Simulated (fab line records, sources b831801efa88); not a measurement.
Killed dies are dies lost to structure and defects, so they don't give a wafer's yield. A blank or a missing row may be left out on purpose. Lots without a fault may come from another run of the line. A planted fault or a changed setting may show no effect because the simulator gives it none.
Which tool did it? | flow gf180mcu | 11 lots, 33 wafers sampled, at 6 steps of a route of 602

WHAT THE GAUGES READ, wafer by wafer
GF_M1_OVL_MEAS_15. Usual: M1_OVL 2 nm, standard deviation 4.6.
lot  | measured     | on         | M1_OVL (nm) | flag
L449 | day 17 01:27 | overlay-02 | 1 0 2       |
L450 | day 17 12:10 | overlay-02 | 5 4 4       |
L451 | day 18 08:59 | overlay-01 | 5 6 5       |
L454 | day 19 06:56 | overlay-02 | 12 8 8      |
L456 | day 19 23:32 | overlay-01 | -3 -1 1     |
L457 | day 20 03:15 | overlay-01 | 5 3 1       |
L460 | day 21 05:35 | overlay-01 | 3 7 3       |
L468 | day 24 13:35 | overlay-01 | -2 -5 -11   |
L469 | day 24 15:08 | overlay-01 | 1 1 -5      |
L470 | day 24 18:02 | overlay-02 | 5 3 3       |
L471 | day 25 07:53 | overlay-01 | 0 2 -2      |

GF_V1_RS_MEAS_24: measures by four-point-probe. Usual: V1_W_RS 0.3269 ohm/sq, standard deviation 0.0027.
lot  | measured     | on            | V1_W_RS (ohm/sq)     | flag
L449 | day 18 03:44 | film_metro-03 | 0.3220 0.3206 0.3254 |
L450 | day 18 14:26 | film_metro-03 | 0.3215 0.3246 0.3240 |
L451 | day 19 11:32 | film_metro-01 | 0.3268 0.3250 0.3273 |
L454 | day 20 10:02 | film_metro-01 | 0.3258 0.3293 0.3252 |
L456 | day 21 01:49 | film_metro-03 | 0.3294 0.3246 0.3347 |
L457 | day 21 05:39 | film_metro-01 | 0.7529 0.7330 0.3316 | OFF
L460 | day 22 07:36 | film_metro-02 | 0.3261 0.7307 0.3283 | OFF
L468 | day 25 13:32 | film_metro-01 | 0.3232 0.3321 0.3314 |
L469 | day 25 15:11 | film_metro-01 | 0.3286 0.3271 0.3302 |
L470 | day 25 17:33 | film_metro-03 | 0.3260 0.3249 0.3286 |
L471 | day 26 07:45 | film_metro-01 | 0.3266 0.3224 0.3260 |

GF_V1_THK_MEAS_25: measures by xrf. Usual: V1_W_THK 355 nm, standard deviation 4.3.
lot  | measured     | on            | V1_W_THK (nm) | flag
L449 | day 18 03:50 | film_metro-03 | 362 363 358   |
L450 | day 18 14:32 | film_metro-03 | 362 358 359   |
L451 | day 19 11:39 | film_metro-01 | 360 362 359   |
L454 | day 20 10:10 | film_metro-01 | 361 359 362   |
L456 | day 21 01:56 | film_metro-03 | 350 359 347   |
L457 | day 21 05:45 | film_metro-01 | 156 160 357   | OFF
L460 | day 22 07:43 | film_metro-02 | 352 159 351   | OFF
L468 | day 25 13:40 | film_metro-01 | 361 351 353   |
L469 | day 25 15:19 | film_metro-01 | 354 356 354   |
L470 | day 25 17:40 | film_metro-03 | 353 354 349   |
L471 | day 26 07:52 | film_metro-01 | 353 359 354   |

WHICH TOOL RAN EACH LOT (tool, then ch and the chambers of the sampled wafers, then the start)
lot  | GF_M1_SPUTTER_02             | GF_V1_SPUTTER_21             | GF_V1_CVD_23
L449 | pvd_sputter-04, day 16 02:38 | pvd_sputter-04, day 18 03:29 | cvd_w-02 ch 0,1, day 18 03:35
L450 | pvd_sputter-04, day 16 12:56 | pvd_sputter-04, day 18 14:11 | cvd_w-02 ch 0,1, day 18 14:19
L451 | pvd_sputter-02, day 17 08:43 | pvd_sputter-03, day 19 11:19 | cvd_w-02 ch 0,1, day 19 11:25
L454 | pvd_sputter-01, day 18 06:19 | pvd_sputter-03, day 20 09:50 | cvd_w-02 ch 0,1, day 20 09:56
L456 | pvd_sputter-01, day 18 22:47 | pvd_sputter-04, day 21 01:36 | cvd_w-02 ch 0,1, day 21 01:42
L457 | pvd_sputter-04, day 19 03:05 | pvd_sputter-03, day 21 05:24 | cvd_w-02 ch 0,1, day 21 05:32
L460 | pvd_sputter-01, day 20 05:31 | pvd_sputter-04, day 22 07:22 | cvd_w-02 ch 0,1, day 22 07:28
L468 | pvd_sputter-02, day 23 14:35 | pvd_sputter-03, day 25 13:19 | cvd_w-01 ch 0,1, day 25 13:25
L469 | pvd_sputter-04, day 23 16:21 | pvd_sputter-03, day 25 14:59 | cvd_w-02 ch 0,1, day 25 15:05
L470 | pvd_sputter-01, day 23 19:54 | pvd_sputter-02, day 25 17:19 | cvd_w-01 ch 0,1, day 25 17:25
L471 | pvd_sputter-01, day 24 09:41 | pvd_sputter-03, day 26 07:31 | cvd_w-02 ch 0,1, day 26 07:37
- GF_M1_SPUTTER_02: material AlCu, target thk 450 nm, time 23.9 s.
- GF_V1_SPUTTER_21: material Ti, target thk 15 nm, time 80.02 s.
- GF_V1_CVD_23: deposits W, target thk 350 nm, time 105.05 s.

WHAT THE TOOLS THEMSELVES READ (means of the sampled wafers that have a number; where no wafer has one, the mark that the record gives instead)
GF_M1_SPUTTER_02. Usual: throttle_valve_pct 31.0 %, standard deviation 0.66.
lot  | tool           | throttle_valve_pct (%) | flag
L449 | pvd_sputter-04 | 30.6                   |
L450 | pvd_sputter-04 | 30.2                   |
L451 | pvd_sputter-02 | 31.6                   |
L454 | pvd_sputter-01 | 30.7                   |
L456 | pvd_sputter-01 | 31.2                   |
L457 | pvd_sputter-04 | 30.5                   |
L460 | pvd_sputter-01 | 31.1                   |
L468 | pvd_sputter-02 | 31.9                   |
L469 | pvd_sputter-04 | 30.5                   |
L470 | pvd_sputter-01 | 30.3                   |
L471 | pvd_sputter-01 | 30.6                   |

GF_V1_SPUTTER_21. Usual: throttle_valve_pct 30.9 %, standard deviation 1.2.
lot  | tool           | throttle_valve_pct (%) | flag
L449 | pvd_sputter-04 | 30.2                   |
L450 | pvd_sputter-04 | 30.2                   |
L451 | pvd_sputter-03 | 29.1                   |
L454 | pvd_sputter-03 | 30.7                   |
L456 | pvd_sputter-04 | 30.9                   |
L457 | pvd_sputter-03 | 30.8                   |
L460 | pvd_sputter-04 | 30.5                   |
L468 | pvd_sputter-03 | 30.4                   |
L469 | pvd_sputter-03 | 30.5                   |
L470 | pvd_sputter-02 | 31.9                   |
L471 | pvd_sputter-03 | 30.4                   |

GF_V1_CVD_23. Usual: heater_power_w 948 W, standard deviation 130.
lot  | tool     | heater_power_w (W) | flag
L449 | cvd_w-02 | 1041               |
L450 | cvd_w-02 | 964                |
L451 | cvd_w-02 | 969                |
L454 | cvd_w-02 | 1051               |
L456 | cvd_w-02 | 1041               |
L457 | cvd_w-02 | 1048               |
L460 | cvd_w-02 | 982                |
L468 | cvd_w-01 | 844                |
L469 | cvd_w-02 | 1053               |
L470 | cvd_w-01 | 833                |
L471 | cvd_w-02 | 976                |

THE ANSWER, worked out from the rows above alone
Rule: a lot is off if the mean of its wafers that have a number lies more than 3 standard deviations from the usual mean. A lot without any number at a reading at which 4 lots or more have one is off too. The other lots that the step has rows for count as sound. The gauges are gone through in route order, then the tools' own readings, and for those a lot's mean is taken as printed above. The first step at which some lot is off is used, and at that step the reading that is off furthest; a lot without a number counts as furthest.
Off: L457, L460, at GF_V1_RS_MEAS_24 (V1_W_RS).
A tool fits if, at a process step before that reading, it ran every lot that is off, and no sound lot after the first of them. The gauges at GF_V1_RS_MEAS_24 are tried like those tools. None of those tried fits.

WHAT THE SIMULATOR HAD PUT IN
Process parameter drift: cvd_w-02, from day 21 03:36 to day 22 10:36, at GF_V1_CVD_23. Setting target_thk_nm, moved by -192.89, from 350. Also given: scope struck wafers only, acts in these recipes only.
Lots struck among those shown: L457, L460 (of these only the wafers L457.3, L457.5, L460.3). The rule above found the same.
